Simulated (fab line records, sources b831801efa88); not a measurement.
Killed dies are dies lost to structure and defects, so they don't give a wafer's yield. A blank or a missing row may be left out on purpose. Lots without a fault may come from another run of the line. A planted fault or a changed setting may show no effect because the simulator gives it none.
Problem report in the 8D (eight disciplines) form, filled by code | flow sky130 | the parts of the form that need people (team, actions taken, sign-off) are left out

1. THE PROBLEM
strip_time_to_endpoint_s at SKY_PWDE_STRIP_09 reads a mean of 34.41 s on 6 wafers of 2 lots; wafers without a fault read 36.90 s with a standard deviation of 0.1. That is -25 standard deviations from the usual mean.
The step: strips in O2/N2.
First seen on wafer L392.2, day 6 04:56, on plasma_asher-03. The record holds 36 wafers of 12 lots with a number at this step. Rule for "out", or "out of limits": more than 4 standard deviations from the usual mean. The other wafers with a number count as sound.

2. WHAT IT IS AND WHAT IT IS NOT
question                    | is                               | is not
which readings at this step | strip_time_to_endpoint_s         | drypump_motor_current_A, oes_product_au
which lots                  | L392, L393                       | L382, L383, L384, L394, L395, L399, L401, L402, L404, L405
which wafers of those lots  | all that have a number           | -
read on which tools         | plasma_asher-02, plasma_asher-03 | plasma_asher-01
when                        | from day 6 04:56                 | up to then (9 sound wafers); but 21 sound wafers of L394, L395, L399, L401, L402, L404, L405 came after

3. SUSPECTS, AND WHAT RULES EACH OUT
Counting: a tool at a process step up to the reading stays a suspect if it ran every lot that is out and no sound lot after the first of them.
- litho_track-03 at SKY_PWDE_COAT_02 (resist thk 3000 nm): kept. It ran every lot that is out, first L392 (day 5 19:20), and no sound lot after that; its last sound lot up to then is L384 (day 4 01:11).
Left after counting: litho_track-03 at SKY_PWDE_COAT_02.

4. THE CAUSE (what the simulator had put in)
Process parameter drift: litho_track-03, from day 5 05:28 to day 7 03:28, at SKY_PWDE_COAT_02. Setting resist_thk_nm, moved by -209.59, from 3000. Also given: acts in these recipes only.
Counting left only this tool.

5. THE CHAIN OF EFFECTS, in route order
Each row: a reading whose mean over the struck wafers that have a number lies more than 3 standard deviations from the usual. Only readings for which the record gives a usual standard deviation are gone through. hours: the time from each lot's start at the first step in this table that gives one to its start at this step, as a median over the lots. sigmas: the change in usual standard deviations.
hours | step              | reading                  | usual   | on struck wafers | change | sigmas
0     | SKY_PWDE_STRIP_09 | strip_time_to_endpoint_s | 36.90 s | 34.41            | -2.49  | -25
The process steps in it:
- SKY_PWDE_STRIP_09: strips in O2/N2.
Later measuring or inspecting steps at which every struck wafer that the step has a row for has a number for every such reading, and none has moved that far: SKY_NWELL_RS_MEAS_31.

6. WHAT WOULD HAVE CAUGHT IT SOONER
In this record the first reading out of limits was taken at day 6 04:56, 23 hours after the fault began at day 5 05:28.
All the lots that are out (2) had begun SKY_PWDE_COAT_02 on litho_track-03 by day 6 04:56. A hold on the tool at that time would have spared none of them.
